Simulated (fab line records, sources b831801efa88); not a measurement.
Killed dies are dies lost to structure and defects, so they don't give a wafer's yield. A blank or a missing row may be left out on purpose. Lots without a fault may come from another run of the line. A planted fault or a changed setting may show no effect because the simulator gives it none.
fab line records | flow sky130
record lots=12 wafers=36 last_day=48
route steps=708 shown NWELL@67 VT_ADJUST_HVTP@91 VT_ADJUST_NCORE@129 SONOS_ONO@185 PAD_OPEN@708
lots that met no fault: from a run of the same line without faults
start_h: hours from the record's first day to the start of the lot's first wafer shown | wait_h: hours since the lot's step before | " the same as in the row above | L1.1+2: a row that stands for several wafers | - no value, or no start given | * or withheld: withheld | < > ~ a bound
route shown NAME@n: a module of which the file shows steps, and the number in the route of the first | usual: mean/standard deviation of fault-free wafers | same: alike in all rows | chamber/n: place in a boat | sites: the reading at each site | _std_site: their standard deviation | _edge_site: outer sites' mean less inner sites' | radius_mm: how far each site lies from the wafer's centre | mask NAME#n: copy n | behind: the tool/chamber that last shaped the wafer | hold: why the lot was held/for how many hours/how that ended | device: the transistor (n, p or np) that didn't switch | end of line: the same wafers' tests at the end of the route | a step without rows: its recipe alone | killed: dies lost to structure and defects at the first sort, not the wafer's yield | map: a wafer's dies, x killed, . not, _ none there
set.NAME: the setting as run; set.NAME@STEP: as run at that earlier step | model.NAME: the simulator's own value behind a step, which no gauge read
steps of the route over a sample of lots; a table a step, a row a wafer
services: from which hour (start_h, from the record's first day; less than 0 if before it) a tool's chamber was out of use, for how many hours, and why
## steps
# step SKY_NWELL_STRIP_14
# recipe chemistry=O2/N2 power_w=1400 pressure_mtorr=1500 platen_temp_c=withheld o2_flow_sccm=3000 n2_flow_sccm=300 overash_fraction=0.5
# usual drypump_motor_current_A=6.29/0.23 oes_product_au=0.723/0.0044 strip_time_to_endpoint_s=36.94/0.12
# columns lot.wafer tool chamber start_h wait_h drypump_motor_current_A oes_product_au rf_hours_counter_h strip_time_to_endpoint_s
L128.1 plasma_asher-03 0 90.01 0.1 6.20 0.718 29 36.98
L128.3 " 0 " " 6.15 0.718 - 36.88
L128.5 " 1 " " 6.26 0.719 - 36.98
L130.2 plasma_asher-02 1 101.71 0.1 6.07 0.726 42 37.09
L130.3 " 0 " " 6.69 0.722 - 37.05
L130.4 " 1 " " 6.08 0.724 - 37.07
L131.2 plasma_asher-01 0 108.26 0.1 6.04 0.723 42 36.94
L131.3 " 0 " " 6.06 0.719 - 37.16
L131.5 " 1 " " 6.39 0.725 - 37.09
L132.1 plasma_asher-02 0 111.96 0.1 6.68 0.726 43 36.87
L132.3 " 0 " " 6.70 0.722 - 37.02
L132.6 " 0 " " 6.71 0.717 - 36.92
L133.1 plasma_asher-01 1 120.86 0.1 6.40 0.726 0 36.94
L133.3 " 1 " " 6.41 0.723 - 37.01
L133.4 " 0 " " 6.05 0.723 - 37.07
L135.4 plasma_asher-02 0 134.60 0.1 6.71 0.720 - 36.93
L135.5 " 1 " " 6.05 0.726 - 36.85
L135.6 " 0 " " 6.69 0.727 - 36.74
L136.1 plasma_asher-01 0 140.61 0.1 6.04 0.719 2 36.77
L136.2 " 1 " " 6.38 0.719 2 36.69
L136.4 " 0 " " 6.06 0.721 - 36.71
L139.2 plasma_asher-03 1 154.86 0.1 6.28 0.720 35 36.85
L139.3 " 1 " " 6.27 0.717 - 36.79
L139.4 " 0 " " 6.22 0.725 - 36.91
L140.4 plasma_asher-02 0 164.40 0.1 6.68 0.715 - 36.98
L140.5 " 0 " " 6.70 0.727 - 36.90
L140.6 " 1 " " 6.06 0.720 - 36.77
L141.3 plasma_asher-01 1 172.04 0.1 6.38 0.726 - 36.91
L141.5 " 1 " " 6.37 0.724 - 36.83
L141.6 " 0 " " 6.03 0.711 - 36.89
L142.1 plasma_asher-03 1 172.86 0.1 6.30 0.729 37 36.94
L142.3 " 1 " " 6.29 0.724 - 36.94
L142.6 " 1 " " 6.26 0.733 - 37.02
L145.1 plasma_asher-02 1 188.31 0.1 6.08 0.725 51 36.87
L145.3 " 0 " " 6.71 0.721 - 36.95
L145.6 " 0 " " 6.71 0.727 - 36.92
# step SKY_VT_ADJUST_HVTP_DEVELOP_06
# recipe resist=NOVOLAK developer=TMAH develop_time_s=60 dev_temp_c=23
# usual resist_line_temp_C=23.02/0.12
# columns lot.wafer tool chamber start_h wait_h resist_line_temp_C
L128.1 litho_track-04 0 127.12 0.1 23.11
L128.3 " 0 " " 23.06
L128.5 " 0 " " 23.05
L130.2 litho_track-02 0 139.50 0.1 23.04
L130.3 " 0 " " 23.14
L130.4 " 0 " " 23.19
L131.2 litho_track-02 0 146.40 0.1 23.19
L131.3 " 0 " " 23.20
L131.5 " 0 " " 22.98
L132.1 litho_track-03 0 150.23 0.1 22.98
L132.3 " 0 " " 23.07
L132.6 " 0 " " 22.87
L133.1 litho_track-04 0 161.02 0.1 23.11
L133.3 " 0 " " 23.08
L133.4 " 0 " " 22.99
L135.4 litho_track-04 0 173.79 0.1 23.03
L135.5 " 0 " " 23.17
L135.6 " 0 " " 22.97
L136.1 litho_track-03 0 180.78 0.1 22.98
L136.2 " 0 " " 23.12
L136.4 " 0 " " 23.13
L139.2 litho_track-02 0 196.30 0.1 23.10
L139.3 " 0 " " 22.98
L139.4 " 0 " " 23.13
L140.4 litho_track-03 0 206.50 0.1 22.91
L140.5 " 0 " " 23.15
L140.6 " 0 " " 23.07
L141.3 litho_track-03 0 215.93 0.1 23.10
L141.5 " 0 " " 23.03
L141.6 " 0 " " 23.00
L142.1 litho_track-02 0 217.27 0.1 22.80
L142.3 " 0 " " 22.81
L142.6 " 0 " " 22.96
L145.1 litho_track-03 0 233.63 0.1 23.09
L145.3 " 0 " " 23.04
L145.6 " 0 " " 23.20
# step SKY_VT_ADJUST_HVTP_CD_MEAS_07
# recipe target_cd_nm=380
# usual cd_nm=379.7/2.2
# columns lot.wafer tool chamber start_h wait_h hold cd_nm
L128.1 cd_sem-02 - 127.27 0.1 - 381.5
L128.3 " - " " - 381.4
L128.5 " - " " - 382.8
L130.2 cd_sem-02 - 139.64 0.1 - 381.5
L130.3 " - " " - 383.4
L130.4 " - " " - 382.5
L131.2 cd_sem-01 - 146.54 0.1 - 380.7
L131.3 " - " " - 377.9
L131.5 " - " " - 380.8
L132.1 cd_sem-02 - 150.38 0.1 - 377.1
L132.3 " - " " - 375.9
L132.6 " - " " - 377.6
L133.1 cd_sem-02 - 161.17 0.1 - 381.8
L133.3 " - " " - 382.0
L133.4 " - " " - 382.1
L135.4 cd_sem-02 - 173.93 0.1 - 374.2
L135.5 " - " " - 375.9
L135.6 " - " " - 377.0
L136.1 cd_sem-01 - 180.93 0.1 - 381.6
L136.2 " - " " - 380.2
L136.4 " - " " - 382.1
L139.2 cd_sem-02 - 196.44 0.1 - 376.9
L139.3 " - " " - 377.3
L139.4 " - " " - 379.7
L140.4 cd_sem-02 - 206.64 0.1 - 378.0
L140.5 " - " " - 379.8
L140.6 " - " " - 376.8
L141.3 cd_sem-02 - 216.07 0.1 await_dispo/0.2h/release 62.5
L141.5 " - " " await_dispo/0.2h/release 64.3
L141.6 " - " " await_dispo/0.2h/release 65.7
L141.3 cd_sem-02 - 216.35 0.3 - 62.8
L141.5 " - " " - 64.7
L141.6 " - " " - 66.3
L142.1 cd_sem-01 - 217.42 0.1 - 383.5
L142.3 " - " " - 383.9
L142.6 " - " " - 381.6
L145.1 cd_sem-02 - 233.78 0.1 await_dispo/0.2h/release 65.1
L145.3 " - " " await_dispo/0.2h/release 68.6
L145.6 " - " " await_dispo/0.2h/release 65.0
L145.1 cd_sem-02 - 234.25 0.4 - 65.5
L145.3 " - " " - 69.2
L145.6 " - " " - 64.9
# step SKY_VT_ADJUST_NCORE_STRIP_10
# recipe chemistry=O2/N2 power_w=1400 pressure_mtorr=1500 platen_temp_c=withheld o2_flow_sccm=3000 n2_flow_sccm=300 overash_fraction=0.5
# usual drypump_motor_current_A=6.1/0.31 oes_product_au=0.715/0.0044 strip_time_to_endpoint_s=14.18/0.032
# columns lot.wafer tool chamber start_h wait_h drypump_motor_current_A oes_product_au rf_hours_counter_h strip_time_to_endpoint_s
L128.1 plasma_asher-01 1 188.23 0.1 6.3 0.715 6 14.19
L128.3 " 1 " " 6.4 0.715 - 14.18
L128.5 " 0 " " 6.0 0.714 - 14.21
L130.2 plasma_asher-04 0 202.53 0.1 5.7 0.721 50 14.21
L130.3 " 0 " " 5.8 0.720 - 14.17
L130.4 " 1 " " 5.9 0.712 - 14.19
L131.2 plasma_asher-04 1 209.88 0.1 5.9 0.703 50 14.15
L131.3 " 1 " " 5.9 0.719 - 14.15
L131.5 " 0 " " 5.8 0.713 - 14.17
L132.1 plasma_asher-04 0 214.83 0.1 5.8 0.718 51 14.14
L132.3 " 1 " " 5.9 0.716 - 14.12
L132.6 " 1 " " 5.9 0.714 - 14.11
L133.1 plasma_asher-02 1 226.93 0.1 6.1 0.711 53 14.15
L133.3 " 0 " " 6.7 0.710 - 14.17
L133.4 " 1 " " 6.1 0.714 - 14.17
L135.4 plasma_asher-01 0 242.32 0.1 6.0 0.717 - 14.19
L135.5 " 0 " " 6.1 0.715 - 14.16
L135.6 " 1 " " 6.4 0.718 - 14.17
L136.1 plasma_asher-02 0 248.93 0.1 6.7 0.709 55 14.14
L136.2 " 1 " " 6.1 0.713 55 14.14
L136.4 " 1 " " 6.1 0.717 - 14.15
L139.2 plasma_asher-01 1 266.07 0.1 6.4 0.718 15 14.19
L139.3 " 1 " " 6.4 0.711 - 14.18
L139.4 " 0 " " 6.0 0.723 - 14.18
L140.4 plasma_asher-01 0 277.85 0.1 6.1 0.713 - 14.22
L140.5 " 1 " " 6.4 0.712 - 14.22
L140.6 " 0 " " 6.0 0.707 - 14.22
L142.1 plasma_asher-04 1 289.52 0.1 5.9 0.706 57 14.22
L142.3 " 0 " " 5.8 0.713 - 14.22
L142.6 " 0 " " 5.8 0.711 - 14.19
# step SKY_SONOS_ONO_STRIP_17
# recipe chemistry=O2/N2 power_w=1400 pressure_mtorr=1500 platen_temp_c=withheld o2_flow_sccm=3000 n2_flow_sccm=300 overash_fraction=0.5
# usual drypump_motor_current_A=6.15/0.26 oes_product_au=0.710/0.0046 strip_time_to_endpoint_s=14.09/0.041
# columns lot.wafer tool chamber start_h wait_h drypump_motor_current_A oes_product_au rf_hours_counter_h strip_time_to_endpoint_s
L128.1 plasma_asher-02 1 286.43 0.0 6.07 0.713 59 14.08
L128.3 " 0 " " 6.70 0.703 - 14.08
L128.5 " 0 " " 6.68 0.702 - 14.09
L130.2 plasma_asher-04 1 303.13 0.0 5.86 0.701 58 14.10
L130.3 " 1 " " 5.89 0.719 - 14.07
L130.4 " 0 " " 5.75 0.706 - 14.10
L131.2 plasma_asher-02 0 311.74 0.0 6.71 0.714 62 14.11
L131.3 " 0 " " 6.70 0.714 - 14.10
L131.5 " 0 " " 6.70 0.702 - 14.07
L132.1 plasma_asher-03 0 318.89 0.0 6.18 0.710 53 14.10
L132.3 " 0 " " 6.17 0.708 - 14.07
L132.6 " 0 " " 6.18 0.712 - 14.10
L133.1 plasma_asher-03 1 331.79 0.0 6.30 0.722 55 14.08
L133.3 " 1 " " 6.29 0.706 - 14.08
L133.4 " 0 " " 6.22 0.709 - 14.06
L135.4 plasma_asher-04 1 349.29 0.0 5.89 0.716 - 14.12
L135.5 " 1 " " 5.91 0.711 - 14.11
L135.6 " 0 " " 5.74 0.703 - 14.13
L136.1 plasma_asher-04 0 355.19 0.0 5.77 0.719 63 14.08
L136.2 " 1 " " 5.89 0.718 63 14.07
L136.4 " 0 " " 5.79 0.712 - 14.09
L139.2 plasma_asher-03 1 379.75 0.0 6.31 0.713 60 14.11
L139.3 " 0 " " 6.21 0.707 - 14.12
L139.4 " 1 " " 6.32 0.714 - 14.13
L140.4 plasma_asher-03 0 390.62 0.0 6.21 0.714 - 14.01
L140.5 " 1 " " 6.28 0.711 - 13.99
L140.6 " 0 " " 6.23 0.714 - 13.99
L142.1 plasma_asher-02 0 403.13 0.0 6.69 0.710 68 14.03
L142.3 " 0 " " 6.70 0.710 - 14.05
L142.6 " 1 " " 6.05 0.716 - 14.05
# step SKY_PAD_OPEN_PROBE_99
# usual defect_limited_yield=82.7/1.7 killed_at_M0_to_M3=44/7.1 killed_at_M4_up=3.3/1.8 killed_at_contacts=23/5.5 killed_at_front_end=15/4.5 killed_at_other=0.2/0.48 killed_dies=85/8.4 killed_open=46/6.6 killed_short=39/6.1 sort_bin_3_pad_short=0.9/0.36 sort_bin_5_function=10.3/1.4 sort_bin_6_memory=6.2/1 sort_n_pass=407/8.4 sort_yield_pct=82.7/1.7
# same gross_dies=492 killed_at_back_side=0 sort_bin_4_leakage[%]=0 sort_bin_8_speed[%]=0
# columns lot.wafer tool chamber start_h wait_h defect_limited_yield[%] killed_at_M0_to_M3 killed_at_M4_up killed_at_contacts killed_at_front_end killed_at_other killed_dies killed_open killed_short sort_bin_3_pad_short[%] sort_bin_5_function[%] sort_bin_6_memory[%] sort_n_pass sort_yield_pct[%]
L130.2 prober-02 - 1093.65 0.1 81.3 47 3 29 13 0 92 52 40 1.0 11.2 6.5 400 81.3
L130.3 prober-02 - 1093.70 0.2 85.4 36 3 16 16 1 72 33 39 0.8 10.0 3.9 420 85.4
L130.4 prober-02 - 1093.75 0.2 82.7 45 2 24 14 0 85 52 33 0.4 12.0 4.9 407 82.7
L132.1 prober-01 - 1105.21 0.1 82.9 40 3 24 17 0 84 41 43 1.0 10.6 5.5 408 82.9
L132.3 prober-01 - 1105.31 0.2 82.5 43 2 22 18 1 86 41 44 1.4 9.6 6.5 406 82.5
L132.6 prober-01 - 1105.46 0.2 79.1 60 3 12 28 0 103 58 45 0.8 13.6 6.5 389 79.1
# killed by level:class
L130.2 CONTACT:geometric_particle:open=11 VIA1:geometric_particle:open=11 VIA2:geometric_particle:open=8 LI_CONTACT:geometric_particle:open=7 METAL2:geometric_particle:short=6 CONTACT:geometric_particle:short=6 METAL1:geometric_particle:short=5 VIA3:geometric_particle:open=5
L130.3 VIA1:geometric_particle:open=8 VIA3:geometric_particle:open=6 FIELD_ISO:geometric_particle:short=6 CONTACT:geometric_particle:open=5 CONTACT:geometric_particle:short=5 VIA2:geometric_particle:short=5 VIA1:geometric_particle:short=5 FIELD_ISO:geometric_particle:open=4
L130.4 VIA1:geometric_particle:open=15 LI_CONTACT:geometric_particle:open=10 CONTACT:geometric_particle:open=9 FIELD_ISO:geometric_particle:short=5 METAL2:geometric_particle:short=5 VIA2:geometric_particle:open=5 VIA3:geometric_particle:open=5 CONTACT:geometric_particle:short=4
L132.1 VIA1:geometric_particle:open=11 LI_CONTACT:geometric_particle:open=8 FIELD_ISO:geometric_particle:short=7 LOCAL_INTERCONNECT:geometric_particle:short=6 VIA2:geometric_particle:open=6 CONTACT:geometric_particle:open=5 FIELD_ISO:geometric_particle:open=4 VIA1:geometric_particle:short=4
L132.3 VIA1:geometric_particle:open=9 METAL1:geometric_particle:short=7 VIA2:geometric_particle:open=7 LI_CONTACT:geometric_particle:short=6 VIA3:geometric_particle:open=6 POLY_GATE:geometric_particle:short=5 POLY_GATE:geometric_particle:open=5 LI_CONTACT:geometric_particle:open=4
L132.6 VIA3:geometric_particle:open=14 VIA2:geometric_particle:open=13 VIA1:geometric_particle:open=11 POLY_GATE:geometric_particle:short=10 FIELD_ISO:geometric_particle:short=6 VIA1:geometric_particle:short=5 METAL2:geometric_particle:short=5 CONTACT:geometric_particle:open=5
## services
# columns tool chamber start_h hours kind
plasma_asher-02 - 79.30 6.7 repair
plasma_asher-03 - 105.21 3.5 repair
plasma_asher-01 - 108.78 9.0 pm
plasma_asher-01 0 108.78 11.6 vent_cycle
plasma_asher-01 1 108.78 11.6 vent_cycle
plasma_asher-01 - 114.84 5.5 repair
plasma_asher-01 0 117.78 - clean
plasma_asher-01 1 117.78 - clean
plasma_asher-03 - 134.10 2.8 pm
plasma_asher-03 - 168.86 1.6 repair
plasma_asher-01 - 183.32 2.7 repair
plasma_asher-04 - 203.69 4.0 pm
plasma_asher-02 - 204.16 15.6 pm
plasma_asher-04 - 217.50 3.7 repair
plasma_asher-03 - 226.50 2.6 repair
plasma_asher-03 - 232.62 1.0 repair
plasma_asher-04 - 263.57 15.6 pm
plasma_asher-02 - 282.22 0.6 repair
plasma_asher-01 - 299.56 13.6 repair
plasma_asher-04 - 315.32 3.6 repair
plasma_asher-02 - 336.46 6.8 repair
plasma_asher-02 - 359.83 21.6 repair
## key
first_sign step=SKY_VT_ADJUST_HVTP_CD_MEAS_07 reading=visit direction=added
effect step=SKY_VT_ADJUST_HVTP_CD_MEAS_07 reading=cd_nm direction=down sigmas=99+ usual=379.7 struck=65.2
met_at SKY_VT_ADJUST_HVTP_DEVELOP_06
struck_lots L141,L145
scrapped_behind SKY_VT_ADJUST_HVTP_CD_MEAS_07 L141.3,L141.5,L141.6,L145.1,L145.3,L145.6
not_acting_at SKY_NWELL_STRIP_14,SKY_VT_ADJUST_NCORE_STRIP_10,SKY_SONOS_ONO_STRIP_17
onset_between 206.50 215.93
fault kind=process_parameter_drift tool=litho_track-03 chamber=- onset_h=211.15 steps=SKY_VT_ADJUST_HVTP_DEVELOP_06 channel=develop_time_s offset=* shape=step end_h=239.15 acts_in=* stated=*
